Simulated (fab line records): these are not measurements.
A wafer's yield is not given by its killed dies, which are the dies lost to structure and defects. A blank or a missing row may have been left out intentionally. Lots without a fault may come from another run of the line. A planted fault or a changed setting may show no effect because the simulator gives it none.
fab line records    flow sky130
record: lots: 5  wafers: 15  last_day: 50
route steps=708 shown METAL1@441 VIA1@458 PAD_OPEN@708
lots untouched by any fault: they come from a run of this same line in which no faults occurred
start_h: start of the lot's first displayed wafer, in hours after the record's first day    wait_h: hours since the lot's step before    " as in the row above    L1.1+2: a single row standing in for several wafers    - no value present, or no start provided    * or withheld: withheld    < > ~ a bound
route shown NAME@n: NAME is a module with steps in the file, n the number in the route of the first one    usual: mean/standard deviation taken from wafers without a fault    same: alike in all rows    chamber/n: place in a boat    sites: the reading at each site    _std_site: standard deviation of those values    _edge_site: outer sites' mean less inner sites'    radius_mm: how far each site lies from the wafer's centre    mask NAME#n: copy n    behind: the last tool/chamber to shape the wafer    hold: cause of the lot's hold/its duration in hours/its outcome    device: transistor that didn't switch, given as n, p or np    end of line: tests run on the same wafers once the route is complete    for a step that has no rows: nothing shown but its recipe    killed: not the wafer's yield, but the dies lost to structure and defects at the first sort    map: per-die view of a wafer (x killed, . not killed, _ where there is no die)
set.NAME: the setting as run; set.NAME@STEP: as run at that earlier step    model.NAME: the simulator's own value behind a step, which no gauge read
a table for each step, a row for each wafer; lots at some steps of the route
services: the hour from which a tool's chamber was out of use, counted from the record's first day as start_h (under 0 if before that day), plus the number of hours and why
== steps ==
step: SKY_METAL1_DEHYDRATE_07
recipe: temp_c: 200  time_s: 60
step: SKY_METAL1_HMDS_08
recipe: prime_time_s: 60  prime_temp_c: 120
step: SKY_METAL1_COAT_09
recipe: resist: BARC  temp_c: withheld  time_s: withheld  spin_rpm: 3000  resist_thk_nm: 60
step: SKY_METAL1_COAT_10
recipe: resist: KrF-thick  spin_rpm: 3000  resist_thk_nm: 450
step: SKY_METAL1_SOFTBAKE_11
recipe: temp_c: 100  time_s: 90  resist: KrF-thick
step: SKY_METAL1_EXPOSE_12
recipe: mask_id: MM1  na: 0.8  source_shape: annular  sigma_inner: 0.55  sigma_outer: 0.85  target_cd_nm: 140  dose_mj: 28
step: SKY_METAL1_PEB_13
recipe: peb_temp_c: withheld  peb_time_s: withheld  resist: KrF-thick
step: SKY_METAL1_DEVELOP_14
recipe: develop_time_s: 60  resist: KrF-thick  dev_temp_c: 21
step: SKY_METAL1_DESCUM_17
recipe: chemistry: O2  source_power_w: 150  bias_power_w: 0  pressure_mtorr: 10  temp_c: 40  time_s: 8
step: SKY_METAL1_ETCH_18
recipe: chemistry: N2/H2  target: BARC  ion_energy_ev: 200  bias_w: 100  pressure_mtorr: 30  n2_flow_sccm: 100  h2_flow_sccm: 200  icp_w: 500  stop_on: SiO2  time_s: 45.9  target_depth_a: 600
usual: drypump_motor_current_A: 5.5/0.37  oes_product_au: 0.855/0.0046  throttle_valve_pct: 13.226/0.0088
lot.wafer  tool          chamber  start_h  wait_h  drypump_motor_current_A  oes_product_au  rf_hours_counter_h  throttle_valve_pct
L454.1     rie_metal-04  1        761.70   0.0     5.7                      0.851           3                   13.222
L454.2     "             0        "        "       5.9                      0.861           13                  13.234
L454.4     "             0        "        "       5.9                      0.861           -                   13.215
L467.1     rie_metal-04  1        874.71   0.0     5.6                      0.852           8                   13.224
L467.3     "             0        "        "       5.8                      0.849           -                   13.208
L467.5     "             1        "        "       5.6                      0.858           -                   13.235
L469.2     rie_metal-04  0        882.68   0.0     5.9                      0.855           2                   13.223
L469.3     "             0        "        "       5.9                      0.856           -                   13.242
L469.6     "             1        "        "       5.7                      0.859           -                   13.216
L470.3     rie_metal-04  0        887.64   0.0     5.9                      0.856           -                   13.206
L470.5     "             0        "        "       5.9                      0.854           -                   13.206
L470.6     "             1        "        "       5.7                      0.861           -                   13.243
L475.3     rie_metal-02  0        925.45   0.0     5.5                      0.858           -                   13.222
L475.4     "             1        "        "       4.8                      0.849           -                   13.230
L475.6     "             0        "        "       5.5                      0.861           -                   13.232
step: SKY_METAL1_METAL_ETCH_19
recipe: target_depth_a: 3600  stop_on: SiO2  over_etch_frac: 0.3  time_s: 81.04  chemistry: Cl2/BCl3  resist_sidewall_deg: 88  pressure_mtorr: 10  icp_w: 900  bias_w: 48.5  Cl2_flow_sccm: 60  bcl3_flow_sccm: 30
step: SKY_METAL1_STRIP_20
recipe: chemistry: O2/N2  power_w: 1400  pressure_mtorr: 1500  platen_temp_c: withheld  o2_flow_sccm: 3000  n2_flow_sccm: 300  overash_fraction: 0.5
step: SKY_METAL1_STRIP_21
recipe: chemistry: post_etch_residue_remover  time_s: 1200  temp_c: 72.5
step: SKY_METAL1_CLEAN_22
recipe: chemistry: IPA  time_s: 180  temp_c: 25
step: SKY_METAL1_CLEAN_23
recipe: chemistry: O3/DIW  dry: n2_spin
step: SKY_VIA1_HDPCVD_00
recipe: material: SiO2  target_thk_nm: 1030  sigma_open_frac: 0.3  time_s: 171.7  temp_c: 400  sih4_flow_sccm: 60  pressure_mtorr: 6
step: SKY_VIA1_CMP_02
recipe: material: SiO2  down_force_psi: 4  platen_rpm: 60  pad_velocity_m_s: 0.94248
step: SKY_VIA1_DEHYDRATE_04
recipe: temp_c: 200  time_s: 60
step: SKY_VIA1_HMDS_05
recipe: prime_time_s: 60  prime_temp_c: 120
step: SKY_VIA1_COAT_06
recipe: resist: BARC  temp_c: withheld  time_s: withheld  spin_rpm: 3000  resist_thk_nm: 60
step: SKY_VIA1_COAT_07
recipe: resist: KrF-thick  spin_rpm: 3000  resist_thk_nm: 450
step: SKY_VIA1_SOFTBAKE_08
recipe: temp_c: 100  time_s: 90  resist: KrF-thick
step: SKY_VIA1_EXPOSE_09
recipe: mask_id: VIM  na: 0.8  source_shape: annular  sigma_inner: 0.55  sigma_outer: 0.85  target_cd_nm: 150  dose_mj: 38
step: SKY_VIA1_PEB_10
recipe: peb_temp_c: withheld  peb_time_s: withheld  resist: KrF-thick
step: SKY_VIA1_DEVELOP_11
recipe: develop_time_s: 60  resist: KrF-thick  dev_temp_c: 21
step: SKY_VIA1_ETCH_14
recipe: chemistry: N2/H2  target: BARC  ion_energy_ev: 200  source_w: 500  bias_w: 100  pressure_mtorr: 30  n2_flow_sccm: 100  h2_flow_sccm: 200  stop_on: SiO2  time_s: 45.9  target_depth_a: 600
step: SKY_VIA1_ETCH_15
recipe: target: SiO2  chemistry: C4F8/O2/Ar  target_depth_nm: 351  stop_on: TiN  mask_material: KrF-thick  source_w: 1500  bias_w: 1200  pressure_mtorr: 40  c4f8_flow_sccm: withheld  O2_flow_sccm: 6  Ar_flow_sccm: 300  time_s: 54
step: SKY_VIA1_STRIP_16
recipe: chemistry: O2/N2  power_w: 1400  pressure_mtorr: 1500  platen_temp_c: withheld  o2_flow_sccm: 3000  n2_flow_sccm: 300  overash_fraction: 0.5
step: SKY_VIA1_STRIP_17
recipe: chemistry: post_etch_residue_remover  time_s: 1200  temp_c: 72.5
step: SKY_VIA1_CLEAN_18
recipe: chemistry: IPA  time_s: 180  temp_c: 25
step: SKY_VIA1_CLEAN_19
recipe: chemistry: O3/DIW  dry: n2_spin
step: SKY_VIA1_SPUTTER_20
recipe: material: TiN  target_thk_nm: 20  chamber_pressure_pa: 5  power_w: 4000  time_s: 80
step: SKY_VIA1_CVD_21
recipe: material: W  target_thk_nm: 270  time_s: 80.902  temp_c: 400  pressure_torr: 40
step: SKY_PAD_OPEN_PROBE_99
usual: defect_limited_yield: 82.6/2  killed_at_M0_to_M3: 43/7.6  killed_at_M4_up: 2.9/1.9  killed_at_contacts: 24/5  killed_at_front_end: 15/4.3  killed_at_other: 0.3/0.54  killed_dies: 85/10  killed_open: 47/7  killed_short: 38/6.4  sort_bin_3_pad_short: 0.8/0.4  sort_bin_5_function: 10.3/1.6  sort_bin_6_memory: 6.2/1.1  sort_n_pass: 407/10  sort_yield_pct: 82.6/2
same: gross_dies: 492  killed_at_back_side: 0  sort_bin_4_leakage[%]: 0  sort_bin_8_speed[%]: 0
lot.wafer  tool       chamber  start_h  wait_h  defect_limited_yield[%]  killed_at_M0_to_M3  killed_at_M4_up  killed_at_contacts  killed_at_front_end  killed_at_other  killed_dies  killed_open  killed_short  sort_bin_3_pad_short[%]  sort_bin_5_function[%]  sort_bin_6_memory[%]  sort_n_pass  sort_yield_pct[%]  model.etest.tester.sort_n_pass  model.etest.tester.sort_yield_pct  model.etest.tester.sort_bin_5_pct  model.etest.tester.sort_bin_3_pct
L454.1     prober-02  -        1075.82  0.1     83.1                     36                  3                23                  21                   0                83           40           43            1.4                      9.1                     6.3                   409          83.1               409                             83.13                              9.146                              1.423
L454.2     prober-02  -        1075.87  0.1     80.1                     46                  3                30                  18                   1                98           62           36            1.0                      12.8                    6.1                   394          80.1               394                             80.08                              12.8                               1.016
L454.4     prober-02  -        1075.97  0.2     83.7                     38                  2                23                  17                   0                80           42           38            0.4                      9.1                     6.7                   412          83.7               412                             83.74                              9.146                              0.4065
L467.1     prober-01  -        1161.08  0.1     80.3                     50                  0                27                  20                   0                97           48           49            1.0                      11.8                    6.9                   395          80.3               395                             80.28                              11.79                              1.016
L467.3     prober-01  -        1161.18  0.2     75.8                     90                  2                20                  7                    0                119          38           34            2.0                      14.2                    7.9                   373          75.8               373                             75.81                              14.23                              2.033
L467.5     prober-01  -        1161.28  0.2     84.6                     34                  5                29                  8                    0                76           37           39            0.6                      9.3                     5.5                   416          84.6               416                             84.55                              9.35                               0.6098
L469.2     prober-02  -        1168.16  0.1     72.2                     96                  5                19                  17                   0                137          46           35            3.7                      17.5                    6.7                   355          72.2               355                             72.15                              17.48                              3.659
L469.3     prober-02  -        1168.21  0.2     72.0                     99                  5                21                  13                   0                138          52           33            2.8                      16.9                    8.3                   354          72.0               354                             71.95                              16.87                              2.846
L469.6     prober-02  -        1168.36  0.2     85.0                     33                  0                23                  18                   0                74           34           40            0.6                      8.3                     6.1                   418          85.0               418                             84.96                              8.333                              0.6098
L470.3     prober-02  -        1170.37  0.2     73.4                     90                  2                24                  15                   0                131          50           29            3.5                      17.1                    6.1                   361          73.4               361                             73.37                              17.07                              3.455
L470.5     prober-02  -        1170.47  0.2     72.6                     97                  4                13                  21                   0                135          33           47            1.6                      16.9                    8.9                   357          72.6               357                             72.56                              16.87                              1.626
L470.6     prober-02  -        1170.52  0.2     85.4                     38                  4                19                  11                   0                72           43           29            1.2                      9.6                     3.9                   420          85.4               420                             85.37                              9.553                              1.22
L475.3     prober-01  -        1196.42  0.2     81.5                     56                  3                25                  7                    0                91           45           46            0.8                      11.8                    5.9                   401          81.5               401                             81.5                               11.79                              0.813
L475.4     prober-01  -        1196.47  0.2     84.3                     36                  0                31                  10                   0                77           46           31            0.2                      10.2                    5.3                   415          84.3               415                             84.35                              10.16                              0.2033
L475.6     prober-01  -        1196.57  0.2     83.1                     46                  2                22                  13                   0                83           52           31            0                        9.8                     7.1                   409          83.1               409                             83.13                              9.756                              0
killed by level:class
L454.1 VIA1:geometric_particle:open=10 LI_CONTACT:geometric_particle:open=8 CONTACT:geometric_particle:open=7 POLY_GATE:geometric_particle:short=6 METAL1:geometric_particle:short=6 METAL2:geometric_particle:short=6 POLY_GATE:geometric_particle:open=5 LOCAL_INTERCONNECT:geometric_particle:short=5
L454.2 CONTACT:geometric_particle:open=14 VIA1:geometric_particle:open=14 LI_CONTACT:geometric_particle:open=6 VIA2:geometric_particle:open=6 VIA3:geometric_particle:open=6 METAL2:geometric_particle:short=5 FIELD_ISO:geometric_particle:open=4 LOCAL_INTERCONNECT:geometric_particle:short=4
L454.4 CONTACT:geometric_particle:open=11 VIA1:geometric_particle:open=9 METAL1:geometric_particle:short=8 FIELD_ISO:geometric_particle:open=5 POLY_GATE:geometric_particle:short=5 VIA1:geometric_particle:short=5 VIA3:geometric_particle:open=5 LI_CONTACT:geometric_particle:open=3
L467.1 VIA1:geometric_particle:open=12 CONTACT:geometric_particle:short=11 CONTACT:geometric_particle:open=8 VIA2:geometric_particle:open=8 POLY_GATE:geometric_particle:short=6 METAL1:geometric_particle:short=6 FIELD_ISO:geometric_particle:open=5 FIELD_ISO:geometric_particle:short=5
L467.3 METAL1:unspecified=47 VIA1:geometric_particle:open=12 VIA1:geometric_particle:short=9 CONTACT:geometric_particle:open=6 METAL2:geometric_particle:short=6 LI_CONTACT:geometric_particle:open=6 VIA2:geometric_particle:open=5 FIELD_ISO:geometric_particle:open=4
L467.5 CONTACT:geometric_particle:open=8 CONTACT:geometric_particle:short=7 LI_CONTACT:geometric_particle:open=6 LOCAL_INTERCONNECT:geometric_particle:short=6 VIA2:geometric_particle:short=6 VIA1:geometric_particle:open=6 METAL1:geometric_particle:short=5 METAL1:geometric_particle:open=4
L469.2 METAL1:unspecified=56 VIA2:geometric_particle:open=9 VIA1:geometric_particle:open=9 LI_CONTACT:geometric_particle:open=8 POLY_GATE:geometric_particle:open=5 POLY_GATE:geometric_particle:short=5 CONTACT:geometric_particle:short=5 VIA1:geometric_particle:short=5
L469.3 METAL1:unspecified=53 VIA1:geometric_particle:open=17 CONTACT:geometric_particle:open=9 LI_CONTACT:geometric_particle:open=5 VIA3:geometric_particle:open=5 VIA2:geometric_particle:open=5 METAL3:geometric_particle:short=4 METAL4:geometric_particle:short=4
L469.6 CONTACT:geometric_particle:open=9 VIA1:geometric_particle:open=8 LOCAL_INTERCONNECT:geometric_particle:short=6 METAL2:geometric_particle:short=5 FIELD_ISO:geometric_particle:open=4 FIELD_ISO:geometric_particle:short=4 VIA3:geometric_particle:open=4 POLY_GATE:geometric_particle:short=3
L470.3 METAL1:unspecified=52 LI_CONTACT:geometric_particle:open=10 CONTACT:geometric_particle:open=9 VIA3:geometric_particle:open=8 VIA1:geometric_particle:open=8 POLY_GATE:geometric_particle:open=7 METAL2:geometric_particle:short=6 VIA2:geometric_particle:open=5
L470.5 METAL1:unspecified=55 VIA1:geometric_particle:open=11 VIA1:geometric_particle:short=7 POLY_GATE:geometric_particle:short=6 FIELD_ISO:geometric_particle:short=5 LI_CONTACT:geometric_particle:short=5 VIA3:geometric_particle:open=5 SPACER:geometric_particle:open=4
L470.6 VIA1:geometric_particle:open=14 LI_CONTACT:geometric_particle:open=9 VIA1:geometric_particle:short=5 LI_CONTACT:geometric_particle:short=4 VIA2:geometric_particle:open=4 CONTACT:geometric_particle:open=4 FIELD_ISO:geometric_particle:short=3 FIELD_ISO:geometric_particle:open=3
L475.3 CONTACT:geometric_particle:open=12 METAL1:geometric_particle:short=10 VIA3:geometric_particle:open=9 LI_CONTACT:geometric_particle:open=8 METAL2:geometric_particle:short=6 VIA2:geometric_particle:open=6 VIA3:geometric_particle:short=6 VIA1:geometric_particle:open=5
L475.4 CONTACT:geometric_particle:open=14 LI_CONTACT:geometric_particle:open=10 VIA1:geometric_particle:open=6 METAL1:geometric_particle:short=6 VIA3:geometric_particle:short=5 METAL2:geometric_particle:short=4 VIA2:geometric_particle:open=4 LOCAL_INTERCONNECT:geometric_particle:short=3
L475.6 VIA1:geometric_particle:open=12 VIA3:geometric_particle:open=10 VIA2:geometric_particle:open=9 CONTACT:geometric_particle:open=6 POLY_GATE:geometric_particle:short=5 LOCAL_INTERCONNECT:geometric_particle:short=5 CONTACT:geometric_particle:short=4 LI_CONTACT:geometric_particle:open=3
map L467.3 (x killed, . not)
__________...x......_________
________x.x..x..x..x.._______
______....x.......xx...._____
_____.........x....x.....____
____...x.x..x...x........x___
___..x.............x.xx....__
__..x..........x...........x_
_....x..x........x...........
_............xx...x..x...x...
_......x.....................
_.x.......x......xx..........
_....x..xxxx....x.........xx.
_.......xxxxxx.x........x....
_....xxxxxxxxxxx......xx...x.
_...xxxxxxxxx.x...x......x...
__...xxxxxxxxx......x......._
___.x.xxxxxxx.x..xx........__
____...xxxxxx.x........x..___
_____..x.xx.....x....x...____
______x...x......xx.x..._____
________..x..........._______
__________..x......._________
map L469.3 (x killed, . not)
__________...x.....x_________
________.............._______
______x....x.x.x....xx.._____
_____...x.......x.x.xx.x.____
____x..........x...x.x...x___
___x.......x.........xx....__
__...xx.............x......._
_.....x.x....x....xx.....xx..
_........x...x.......x......x
_.........x.x.x.......x....xx
_...........x.x....x....x....
_x......xx..x.x..xx.x........
_...x..xxxxxx....x....x....x.
_x....xxxxxxxxx........x...x.
_.....xxxxxxxxx.x....x..x....
__.x.xxxxxxxxx...x.....x...._
___..xxxxxxx.xx.x..........__
____...xxxxxxxx..xx....x..___
_____..x.xx......x.xxx..x____
______x....x......x....._____
________..x.....x....x_______
__________..x...x..._________
== services ==
tool          chamber  start_h  hours  kind
rie_metal-04  -        756.27   0.7    repair
rie_metal-04  0        799.96   -      clean
rie_metal-04  0        799.96   22.0   scheduled_down
rie_metal-04  0        799.96   22.0   vent_cycle
rie_metal-02  1        834.70   -      clean
rie_metal-02  1        834.70   12.6   scheduled_down
rie_metal-02  1        834.70   12.6   vent_cycle
== key ==
first_sign: step: SKY_PAD_OPEN_PROBE_99  reading: killed_at_M0_to_M3  direction: up  sigmas: 6.7  usual: 43  struck: 94
effect: step: SKY_PAD_OPEN_PROBE_99  reading: sort_bin_3_pad_short  direction: up  sigmas: 4.8  usual: 0.8  struck: 2.7
model_effect: step: SKY_PAD_OPEN_PROBE_99  value: etest.tester.sort_n_pass  without: 406.2  struck: 360
met_at SKY_METAL1_ETCH_18
struck_wafers L467.3,L469.2,L469.3,L470.3,L470.5
onset_between 761.70 874.71
fault: kind: chamber_particle_source  tool: rie_metal-04  chamber: 0  onset_h: 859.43  steps: SKY_METAL1_ETCH_18  rate_per_visit_cm2: 0.76343  end_h: 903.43
